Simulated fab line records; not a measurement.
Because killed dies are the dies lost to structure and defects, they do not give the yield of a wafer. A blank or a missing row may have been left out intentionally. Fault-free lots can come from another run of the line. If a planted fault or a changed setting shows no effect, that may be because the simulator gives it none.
Problem report in the 8D (eight disciplines) form, filled by code :: flow sky130 :: the parts of the form that need people (team, actions taken, sign-off) are left out

1. THE PROBLEM
SONOS_ONO_CVD_02_THK at SKY_SONOS_ONO_THK_MEAS_03 reads a mean of 11.44 nm on 3 wafers of 1 lot; wafers without a fault read 10.53 nm with a standard deviation of 0.12. Measured from the usual mean, that is +7.6 standard deviations.
First seen on wafer L441.2, day 11 18:24, on film-metro-04. The record holds 39 wafers of 13 lots with a number at this step. The rule behind "out" and "out of limits": a value lying over 4 standard deviations away from the usual mean. The other wafers with a number count as sound.

2. WHAT IT IS, WHAT IT ISN'T
question: which readings at this step
is: SONOS_ONO_CVD_02_THK
is not: -

question: which lots
is: L441
is not: L433, L434, L435, L436, L437, L440, L451, L452, L453, L454, L455, L456

question: which wafers of those lots
is: all that have a number
is not: -

question: read on which gauges
is: film-metro-04
is not: film-metro-01, film-metro-03

question: when
is: from day 11 18:24
is not: up to then (18 sound wafers); but 18 sound wafers of L451, L452, L453, L454, L455, L456 came after

3. WHAT RULES OUT EACH SUSPECT
Counting: a tool at a process step up to the reading stays a suspect if it ran every lot that is out and no sound lot after the first of them.
- the gauge at SKY_SONOS_ONO_THK_MEAS_03: kept. All the wafers that are out were read on film-metro-04, and no step on other tools shows them out.
- lpcvd-02 at SKY_SONOS_ONO_CVD_02 (deposits Si3N4 from DCS/NH3, target thk 10.5 nm, time 180 s): ruled out as a lasting fault. After its first lot that is out, L441 (day 11 17:20), sound lots L453, L451, L452, L454, L455, L456 ran on it.
Remaining after the count: film-metro-04 at SKY_SONOS_ONO_THK_MEAS_03.

4. THE CAUSE (what the simulator had put in)
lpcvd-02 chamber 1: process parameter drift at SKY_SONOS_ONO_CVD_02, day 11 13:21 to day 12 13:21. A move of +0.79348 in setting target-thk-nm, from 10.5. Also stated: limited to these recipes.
Counting ruled it out, wrongly: the rule takes a fault to strike every lot that its tool runs from its start on, and this one did not.

5. SEQUENCE OF EFFECTS, ordered by route
Each row: a reading where the mean over the struck wafers with a number is more than 3 standard deviations away from the usual. Scope: only readings with a usual standard deviation given in the record; hours: median across lots of the time from each lot's start at the first step in this table that gives one to its start at this step; sigmas: change in usual standard deviations.
hours: 0
step: SKY_SONOS_ONO_THK_MEAS_03
reading: SONOS_ONO_CVD_02_THK
usual: 10.53 nm
on struck wafers: 11.44
change: +0.91
sigmas: +7.6
Later steps that measure or inspect, where all struck wafers having a row at the step show a number for every such reading and not one has moved that far: SKY_LDD_LDN_TW_MEAS_13, SKY_LI_CONTACT_CD_MEAS_12.

6. HOW IT WOULD HAVE BEEN CAUGHT EARLIER
Counted from the fault's start at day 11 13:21, it took 5 hours until the first out-of-limits reading at a measuring or inspecting step in this record, taken at day 11 18:24.
No tool reading at SKY_SONOS_ONO_CVD_02 that has a usual standard deviation in the record was out on any struck wafer, so an alarm limit of 4 standard deviations on those readings would not have fired.
